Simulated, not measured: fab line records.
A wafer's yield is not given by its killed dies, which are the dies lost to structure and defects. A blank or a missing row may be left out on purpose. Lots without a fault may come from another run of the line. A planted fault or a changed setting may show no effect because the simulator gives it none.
Matching of chambers | flow sky130 | cmp-01 running SKY_CONTACT_CMP_04: 4 sister chambers
The step polishes SiO2. 7 wafers are shown with their chamber, then 7 later ones without.

== EACH WAFER AND ITS CHAMBER ==
wafer  | chamber | motor_current_A (A) | time_to_endpoint_s (s)
L727.4 | 0       | 10.6                | 83
L728.1 | 0       | 10.0                | 79
L736.2 | 1       | 11.5                | 83
L736.3 | 3       | 11.5                | 76
L736.5 | 2       | 12.1                | 77
L747.1 | 1       | 11.7                | 83
L747.3 | 2       | 11.4                | 86

== WAFERS WITHOUT THEIR CHAMBER ==
wafer  | motor_current_A (A) | time_to_endpoint_s (s)
L747.5 | 11.2                | 82
L748.1 | 11.4                | 83
L748.3 | 12.2                | 78
L748.6 | 10.5                | 84
L749.2 | 12.0                | 79
L749.3 | 11.2                | 79
L749.5 | 12.6                | 83

== THE CHAMBER EACH PASSED THROUGH ==
wafer  | from the rows above               | in truth
L747.5 | can't be placed: 1 or 2 or 3 or 0 | 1
L748.1 | can't be placed: 1 or 2 or 3      | 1
L748.3 | can't be placed: 2 or 3 or 1      | 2
L748.6 | can't be placed: 0 or 1           | 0
L749.2 | can't be placed: 2 or 1 or 3      | 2
L749.3 | can't be placed: 3 or 1 or 2 or 0 | 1
L749.5 | can't be placed: 2 or 1 or 3      | 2
0 of 7 placed correctly. Cannot be placed on the basis of these rows: 7; the candidates contain the true chamber in 7. Wrongly placed: 0.
How it was worked out, from the rows above alone: a wafer's distance from a chamber is the root of the sum, over the readings, of the square of ((its reading less the chamber's mean) divided by the reading's scatter). If the next closest chamber is less than 2 further off than the closest, the wafer can't be placed; otherwise it belongs to the closest. Each chamber's mean is taken over the wafers shown for it. How the scatter is found: for the shown wafers, subtract from each reading the mean of its chamber, square and add these, divide the total by (wafers less chambers), then take the root.
